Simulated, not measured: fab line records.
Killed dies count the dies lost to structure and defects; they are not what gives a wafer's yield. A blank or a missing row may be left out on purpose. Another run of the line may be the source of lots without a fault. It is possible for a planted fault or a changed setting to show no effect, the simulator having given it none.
A single fault, viewed from 2 desks -- flow gf180mcu -- every desk sees just its own numbers, and what lay behind them comes last

METROLOGY DESK
What the gauges read, lot by lot, whatever tool the lot ran on: means of the sampled wafers that have a number. The brackets show how far a lot's mean lies from the usual mean; more than 4 standard deviations puts the lot out of limits, marked OUT.
Columns: A = cd_nm at GF_V2_CD_MEAS_14, usual 259.9 nm; B = V2_OVL at GF_V2_OVL_MEAS_15, usual 3 nm
lot,first seen here,A,B
L529,day 20 06:38,258.0,9
L534,day 22 19:10,260.1,0
L540,day 24 06:29,261.1,2
L541,day 24 15:07,258.0,8
L549,day 27 05:58,259.6,0
L551,day 27 16:37,260.8,6
Finding of this desk: none of the 6 lots has anything out of limits.

TOOL OWNER'S DESK, pvd_sputter-01
At GF_V2_SPUTTER_22 (material TiN, target thk 10 nm, time 40 s) the tool's own readings: per lot run on this tool, the mean of the sampled wafers that have a number. The brackets show how far a lot's mean lies from the usual mean; more than 4 standard deviations puts the lot out of limits, marked OUT.
Columns: A = chamber_pressure_pa at GF_V2_SPUTTER_22, usual 5.000 Pa; B = throttle_valve_pct at GF_V2_SPUTTER_22, usual 30.5 %
lot,first seen here,A,B
L534,day 22 20:01,5.002,31.2
L540,day 24 07:28,4.132 (-87) OUT,31.9
L541,day 24 15:58,4.129 (-87) OUT,31.8
L549,day 27 06:48,5.001,31.2
L551,day 27 17:29,4.999,30.5
This desk's finding: out of limits on L540, L541; first on L540, day 24 07:28 (chamber_pressure_pa at GF_V2_SPUTTER_22). Within limits: L534, L549, L551.

TAKEN TOGETHER
The tool owner's desk had the chance to raise an alarm at day 24 07:28 on L540, L541.
At the metrology desk, nothing out of limits was observed.
The metrology desk has L540, L541 on record, within its limits.
Of the lots named, all ran GF_V2_SPUTTER_22 on pvd_sputter-01.

WHAT HAD BEEN PUT IN BY THE SIMULATOR
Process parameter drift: pvd_sputter-01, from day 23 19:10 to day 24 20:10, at GF_V2_SPUTTER_22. A move of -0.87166 in setting chamber_pressure_pa, from 5. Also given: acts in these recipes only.
Shown lots that were struck: L540, L541.
Hours from the fault's start to each desk's first reading out of limits: the tool owner's desk, 12.
